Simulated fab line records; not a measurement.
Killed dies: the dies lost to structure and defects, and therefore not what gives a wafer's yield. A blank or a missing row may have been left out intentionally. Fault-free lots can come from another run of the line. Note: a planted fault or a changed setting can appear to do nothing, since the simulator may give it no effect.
Chamber matching + flow gf180mcu + cmp-02 running GF_V2_CMP_26: 4 sister chambers
The step polishes, stops on SiO2, t overpolish 15 s, target thk 0 nm. 8 wafers are shown with their chamber, then 12 later ones without.

WAFERS PAIRED WITH THEIR CHAMBERS
| wafer  | chamber | time_to_endpoint_s (s) | motor_current_A (A) |
|--------|---------|------------------------|---------------------|
| L082.5 | 1       | 81                     | 12.0                |
| L087.5 | 1       | 79                     | 12.1                |
| L087.6 | 0       | 79                     | 11.9                |
| L088.1 | 0       | 79                     | 12.6                |
| L088.4 | 3       | 86                     | 11.4                |
| L089.2 | 3       | 83                     | 11.2                |
| L089.4 | 2       | 81                     | 12.0                |
| L089.6 | 2       | 77                     | 11.2                |

WAFERS WITHOUT THEIR CHAMBER
| wafer  | time_to_endpoint_s (s) | motor_current_A (A) |
|--------|------------------------|---------------------|
| L091.2 | 82                     | 12.2                |
| L091.4 | 86                     | 11.0                |
| L091.5 | 84                     | 11.5                |
| L092.2 | 91                     | 11.7                |
| L092.3 | 83                     | 12.0                |
| L092.6 | 86                     | 12.0                |
| L095.4 | 79                     | 11.6                |
| L095.5 | 78                     | 12.8                |
| L095.6 | 80                     | 11.6                |
| L096.3 | 82                     | 12.1                |
| L096.4 | 82                     | 12.2                |
| L096.5 | 84                     | 11.7                |

CHAMBER TAKEN BY EACH
| wafer  | from the rows above               | in truth |
|--------|-----------------------------------|----------|
| L091.2 | can't be placed: 1 or 0 or 2 or 3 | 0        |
| L091.4 | 3                                 | 3        |
| L091.5 | can't be placed: 3 or 1           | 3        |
| L092.2 | 3                                 | 3        |
| L092.3 | can't be placed: 1 or 3 or 0 or 2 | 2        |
| L092.6 | can't be placed: 3 or 1 or 0 or 2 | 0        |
| L095.4 | can't be placed: 2 or 1 or 0      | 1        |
| L095.5 | can't be placed: 0 or 1 or 2      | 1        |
| L095.6 | can't be placed: 2 or 1 or 0 or 3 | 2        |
| L096.3 | can't be placed: 1 or 0 or 2 or 3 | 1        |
| L096.4 | can't be placed: 1 or 0 or 2 or 3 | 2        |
| L096.5 | can't be placed: 3 or 1 or 2 or 0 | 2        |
Correct placement for 2 of the 12. These rows do not allow placing 10 (true chamber among the candidates in 10). 0 placed wrongly.
How it was worked out, from the rows above alone: a wafer's distance from a chamber is the root of the sum, over the readings, of the square of ((its reading less the chamber's mean) divided by the reading's scatter). If the next closest chamber is less than 2 further off than the closest, the wafer can't be placed; otherwise it belongs to the closest. A chamber's mean is the mean of its shown wafers. The scatter: the root of (the sum of the squares of (reading less its chamber's mean) over the shown wafers, divided by (wafers less chambers)).
